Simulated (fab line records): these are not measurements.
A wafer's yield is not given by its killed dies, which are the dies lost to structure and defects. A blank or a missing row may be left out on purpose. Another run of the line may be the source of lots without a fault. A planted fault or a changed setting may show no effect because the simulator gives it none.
Which tool is to blame? / flow gf180mcu / 7 lots, 21 wafers sampled, at 4 steps of a route of 602

## WHAT EACH GAUGE READ, for each wafer
GF_V4_RS_MEAS_24: measures by four-point-probe.
lot=L901; measured=day 25 03:22; on=film_metro-04; V4_W_RS (ohm/sq)=0.331 0.333 0.326
lot=L904; measured=day 25 20:25; on=film_metro-01; V4_W_RS (ohm/sq)=0.327 0.328 0.331
lot=L907; measured=day 27 02:32; on=film_metro-04; V4_W_RS (ohm/sq)=0.319 0.332 0.322
lot=L910; measured=day 28 02:14; on=film_metro-01; V4_W_RS (ohm/sq)=0.323 0.329 0.321
lot=L912; measured=day 28 11:35; on=film_metro-02; V4_W_RS (ohm/sq)=0.330 0.332 0.330
lot=L914; measured=day 29 00:23; on=film_metro-04; V4_W_RS (ohm/sq)=0.329 0.330 0.329
lot=L922; measured=day 31 10:01; on=film_metro-01; V4_W_RS (ohm/sq)=0.327 0.321 0.330

## EACH LOT AND THE TOOL THAT RAN IT (in order: tool; ch and the chambers of the sampled wafers; start)
lot=L901; GF_M4_SPUTTER_01=pvd_sputter-01, day 23 03:38; GF_V4_PEB_12=litho_track-02 ch 0, day 25 01:59; GF_V4_SPUTTER_22=pvd_sputter-03, day 25 03:13
lot=L904; GF_M4_SPUTTER_01=pvd_sputter-04, day 23 22:50; GF_V4_PEB_12=litho_track-02 ch 0, day 25 18:59; GF_V4_SPUTTER_22=pvd_sputter-02, day 25 20:16
lot=L907; GF_M4_SPUTTER_01=pvd_sputter-02, day 25 06:53; GF_V4_PEB_12=litho_track-04 ch 0, day 27 01:09; GF_V4_SPUTTER_22=pvd_sputter-02, day 27 02:23
lot=L910; GF_M4_SPUTTER_01=pvd_sputter-04, day 26 07:06; GF_V4_PEB_12=litho_track-03 ch 0, day 28 00:51; GF_V4_SPUTTER_22=pvd_sputter-01, day 28 02:04
lot=L912; GF_M4_SPUTTER_01=pvd_sputter-02, day 26 17:00; GF_V4_PEB_12=litho_track-04 ch 0, day 28 10:12; GF_V4_SPUTTER_22=pvd_sputter-01, day 28 11:26
lot=L914; GF_M4_SPUTTER_01=pvd_sputter-02, day 27 08:41; GF_V4_PEB_12=litho_track-02 ch 0, day 28 23:01; GF_V4_SPUTTER_22=pvd_sputter-03, day 29 00:13
lot=L922; GF_M4_SPUTTER_01=pvd_sputter-01, day 29 18:19; GF_V4_PEB_12=litho_track-02 ch 0, day 31 08:38; GF_V4_SPUTTER_22=pvd_sputter-01, day 31 09:52
- GF_M4_SPUTTER_01: material TiN, target thk 30 nm, time 25 s.
- GF_V4_PEB_12: peb time 90 s.
- GF_V4_SPUTTER_22: material TiN, target thk 10 nm, time 40 s.

## THE ANSWER, worked out from the rows above alone
Rule: what is usual is taken from the lots themselves. The widest of any qualifying gaps counts: lots, ordered by their means at a reading, are off when they make up no more than a third of the lots, leave a main group of 4 or more, and stand apart from it by 3 or more times the standard deviation of that group's means. A main group is skipped when, at the precision printed for the reading in the tables above, its means are all equal. Also off: a lot with no number at a reading for which 4 or more lots have one. Where the step has rows for the other lots, those lots are counted as sound.
No lot is off on any of the readings shown, so nothing can be concluded from this.

## WHAT HAD BEEN PUT IN BY THE SIMULATOR
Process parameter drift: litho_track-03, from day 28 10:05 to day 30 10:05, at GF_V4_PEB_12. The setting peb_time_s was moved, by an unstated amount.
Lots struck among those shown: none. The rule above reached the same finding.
